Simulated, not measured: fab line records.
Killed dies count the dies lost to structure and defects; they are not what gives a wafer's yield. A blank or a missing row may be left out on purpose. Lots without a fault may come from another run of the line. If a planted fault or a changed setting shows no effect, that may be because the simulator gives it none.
Which tool did it? :: flow sky130 :: 14 lots, 42 wafers sampled, at 3 steps of a route of 708

## WHAT THE GAUGES SHOWED, per wafer
SKY_VT_ADJUST_LVTN_OVL_MEAS_18. Usual: for VT_ADJUST_LVTN_01_OVL the level is -0.7 nm and the standard deviation is 1.2.
lot: L984
measured: day 7 19:32
on: overlay-01
VT_ADJUST_LVTN_01_OVL (nm): -1.1 -1.1 -2.6
flag: 

lot: L985
measured: day 7 23:17
on: overlay-01
VT_ADJUST_LVTN_01_OVL (nm): 1.8 -1.6 2.0
flag: 

lot: L987
measured: day 8 17:20
on: overlay-01
VT_ADJUST_LVTN_01_OVL (nm): -0.5 -0.5 -1.1
flag: 

lot: L990
measured: day 9 10:23
on: overlay-01
VT_ADJUST_LVTN_01_OVL (nm): -1.4 -1.6 -3.0
flag: 

lot: L991
measured: day 9 22:44
on: overlay-02
VT_ADJUST_LVTN_01_OVL (nm): -0.3 0.2 1.2
flag: 

lot: L992
measured: day 10 01:23
on: overlay-01
VT_ADJUST_LVTN_01_OVL (nm): -2.6 -1.7 -1.2
flag: 

lot: L998
measured: day 11 14:08
on: overlay-01
VT_ADJUST_LVTN_01_OVL (nm): -2.7 -1.5 -3.1
flag: 

lot: L101
measured: day 12 11:35
on: overlay-02
VT_ADJUST_LVTN_01_OVL (nm): -1.1 -0.1 1.3
flag: 

lot: L102
measured: day 12 15:16
on: overlay-02
VT_ADJUST_LVTN_01_OVL (nm): 0.8 1.0 1.2
flag: 

lot: L103
measured: day 12 23:29
on: overlay-01
VT_ADJUST_LVTN_01_OVL (nm): -3.4 -1.7 -2.0
flag: 

lot: L104
measured: day 13 07:38
on: overlay-01
VT_ADJUST_LVTN_01_OVL (nm): 0.9 1.4 -0.2
flag: 

lot: L105
measured: day 13 14:18
on: overlay-02
VT_ADJUST_LVTN_01_OVL (nm): 0.8 0.2 -0.4
flag: 

lot: L106
measured: day 14 04:05
on: overlay-02
VT_ADJUST_LVTN_01_OVL (nm): -1.3 -2.9 -3.0
flag: 

lot: L107
measured: day 14 07:38
on: overlay-02
VT_ADJUST_LVTN_01_OVL (nm): -0.2 -1.8 -1.1
flag: 

SKY_VT_ADJUST_HVTR_TW_MEAS_11. Usual: for VT_ADJUST_HVTR_TW the level is 212.1 and the standard deviation is 0.95.
lot: L984
measured: day 9 14:00
on: film_metro-01
VT_ADJUST_HVTR_TW: 211.4 211.2 211.6
flag: 

lot: L985
measured: day 9 18:09
on: film_metro-01
VT_ADJUST_HVTR_TW: 211.1 210.7 211.1
flag: 

lot: L987
measured: day 10 12:16
on: film_metro-04
VT_ADJUST_HVTR_TW: 213.0 212.1 211.7
flag: 

lot: L990
measured: day 11 04:24
on: film_metro-02
VT_ADJUST_HVTR_TW: 213.1 213.1 211.7
flag: 

lot: L991
measured: day 11 20:21
on: film_metro-04
VT_ADJUST_HVTR_TW: 214.4 213.6 213.5
flag: 

lot: L992
measured: day 11 22:39
on: film_metro-01
VT_ADJUST_HVTR_TW: 211.9 212.2 212.1
flag: 

lot: L998
measured: day 13 17:05
on: film_metro-01
VT_ADJUST_HVTR_TW: 211.5 212.6 211.4
flag: 

lot: L101
measured: day 14 14:56
on: film_metro-04
VT_ADJUST_HVTR_TW: 214.0 213.4 213.1
flag: 

lot: L102
measured: day 14 18:55
on: film_metro-02
VT_ADJUST_HVTR_TW: 211.3 212.3 211.9
flag: 

lot: L103
measured: day 15 03:32
on: film_metro-01
VT_ADJUST_HVTR_TW: 212.0 211.4 213.0
flag: 

lot: L104
measured: day 15 13:02
on: film_metro-01
VT_ADJUST_HVTR_TW: 211.9 211.5 212.8
flag: 

lot: L105
measured: day 15 19:55
on: film_metro-04
VT_ADJUST_HVTR_TW: 211.0 211.8 210.8
flag: 

lot: L106
measured: day 16 11:06
on: film_metro-02
VT_ADJUST_HVTR_TW: 212.0 210.6 210.3
flag: 

lot: L107
measured: day 16 15:17
on: film_metro-01
VT_ADJUST_HVTR_TW: 212.4 211.0 211.5
flag: 

SKY_RES_PROTECT_TW_MEAS_08. Usual: for POLY_GATE_TW the level is 4058 and the standard deviation is 21.
lot: L984
measured: day 15 07:59
on: film_metro-03
POLY_GATE_TW: 4041 4049 4041
flag: 

lot: L985
measured: day 15 12:05
on: film_metro-01
POLY_GATE_TW: 4056 4068 4043
flag: 

lot: L987
measured: day 16 08:36
on: film_metro-01
POLY_GATE_TW: 4042 4063 4055
flag: 

lot: L990
measured: day 17 03:58
on: film_metro-03
POLY_GATE_TW: 4027 4038 4031
flag: 

lot: L991
measured: day 18 06:45
on: film_metro-03
POLY_GATE_TW: 4048 4049 4068
flag: 

lot: L992
measured: day 18 06:48
on: film_metro-04
POLY_GATE_TW: 4096 4094 4089
flag: 

lot: L998
measured: day 20 06:53
on: film_metro-04
POLY_GATE_TW: 4052 4059 4058
flag: 

lot: L101
measured: day 21 06:37
on: film_metro-01
POLY_GATE_TW: 4067 4060 4049
flag: 

lot: L102
measured: day 21 11:10
on: film_metro-04
POLY_GATE_TW: 4081 4096 4078
flag: 

lot: L103
measured: day 21 22:17
on: film_metro-03
POLY_GATE_TW: 4035 4044 4024
flag: 

lot: L104
measured: day 22 06:17
on: film_metro-01
POLY_GATE_TW: 4039 4055 4043
flag: 

lot: L105
measured: day 22 15:43
on: film_metro-04
POLY_GATE_TW: 4117 4108 4109
flag: 

lot: L106
measured: day 23 06:51
on: film_metro-01
POLY_GATE_TW: 4083 4085 4088
flag: 

lot: L107
measured: day 23 09:50
on: film_metro-03
POLY_GATE_TW: 4082 4057 4079
flag: 

## WHAT TOOL EACH LOT RAN ON (gives the tool, then ch and the chambers of the sampled wafers, and finally the start)
Before these readings, the record contains no process step.

## WHAT THE TOOLS THEMSELVES READ (means of the sampled wafers that have a number; where no wafer has one, the mark that the record gives instead)
The record holds no such reading with a usual standard deviation.

## THE ANSWER, worked out from the rows above alone
Rule: a lot is off if the mean of its wafers that have a number lies more than 3 standard deviations from the usual mean. A lot without any number at a reading at which 4 lots or more have one is off too. Any other lot the step has rows for is counted as sound. The gauges are gone through in route order, then the tools' own readings, and for those a lot's mean is taken as printed above. The first step at which some lot is off is used, and at that step the reading that is off furthest; a lot without a number counts as furthest.
No lot is off on any of the readings shown, so nothing can be concluded from this.

## WHAT THE SIMULATOR PUT IN
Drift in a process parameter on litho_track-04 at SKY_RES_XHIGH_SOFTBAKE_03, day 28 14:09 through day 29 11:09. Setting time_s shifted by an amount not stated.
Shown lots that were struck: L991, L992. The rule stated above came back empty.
